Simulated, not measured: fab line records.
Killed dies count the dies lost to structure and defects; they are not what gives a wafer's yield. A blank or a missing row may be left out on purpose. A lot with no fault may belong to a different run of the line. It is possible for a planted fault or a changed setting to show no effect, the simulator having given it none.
One fault through the eyes of 2 desks    flow sky130    numbers are kept per desk, each desk with only its own; the story behind them comes last

## THE TOOL OWNER'S DESK: hdpcvd-01
The tool's own readings at SKY_VIA1_HDPCVD_00 (deposits SiO2, target thk 1030 nm, time 171.7 s): means of the sampled wafers that have a number, for each lot that ran on this tool. The brackets show how far a lot's mean lies from the usual mean; more than 4 standard deviations puts the lot out of limits, marked OUT.
Columns: A = sih4_flow_sccm at SKY_VIA1_HDPCVD_00, usual 59.99 sccm
lot   first seen here  A
L303  day 33 21:07     60.14
L308  day 35 12:57     60.06
L310  day 36 13:04     60.14
L312  day 36 21:54     60.01
L315  day 37 15:26     69.96 (+55) OUT
L316  day 37 21:14     70.00 (+56) OUT
L317  day 38 04:05     69.95 (+55) OUT
L324  day 40 09:34     60.00
L323  day 40 12:27     59.85
This desk's finding: out of limits on L315, L316, L317; first on L315, day 37 15:26 (sih4_flow_sccm at SKY_VIA1_HDPCVD_00). Within limits: L303, L308, L310, L312, L324, L323.

## METROLOGY DESK
What the gauges read for every lot (on any tool): the sampled wafers with a number, averaged. The brackets show how far a lot's mean lies from the usual mean; more than 4 standard deviations puts the lot out of limits, marked OUT.
Columns: A = CONTACT_CVD_00_THK at SKY_CONTACT_THK_MEAS_01, usual 75.1 nm; B = VIA1_HDPCVD_THK at SKY_VIA1_THK_MEAS_01, usual 1037 nm
lot   first seen here  A     B
L301  day 31 02:18     74.4  1037
L302  day 31 05:40     74.6  1026
L303  day 31 10:42     75.6  1032
L304  day 31 14:52     74.2  1026
L308  day 33 03:40     74.2  1029
L310  day 34 05:06     75.2  1043
L312  day 34 14:22     75.4  1042
L315  day 35 08:04     76.3  1221 (+17) OUT
L316  day 35 13:13     76.4  1202 (+15) OUT
L317  day 35 20:09     75.7  1227 (+17) OUT
L324  day 38 04:11     74.8  1027
L323  day 38 07:07     76.3  1027
This desk reports L315, L316, L317 out of limits; the earliest was L315 at day 37 15:34 (VIA1_HDPCVD_THK at SKY_VIA1_THK_MEAS_01). Within limits: L301, L302, L303, L304, L308, L310, L312, L324, L323.

## TAKEN TOGETHER
The tool owner's desk had the chance to raise an alarm at day 37 15:26 on L315, L316, L317.
On L315, L316, L317, the metrology desk was in a position to raise an alarm at day 37 15:34.
SKY_VIA1_HDPCVD_00 was run on hdpcvd-01 by each of the lots named.

## WHAT WAS PUT IN BY THE SIMULATOR
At SKY_VIA1_HDPCVD_00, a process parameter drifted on hdpcvd-01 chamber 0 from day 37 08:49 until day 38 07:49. From 60, the setting sih4_flow_sccm moved by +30. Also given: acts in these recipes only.
Shown lots that were struck: L315, L316, L317.
Hours from the fault's start to each desk's first reading out of limits: the tool owner's desk, 7; the metrology desk, 7.
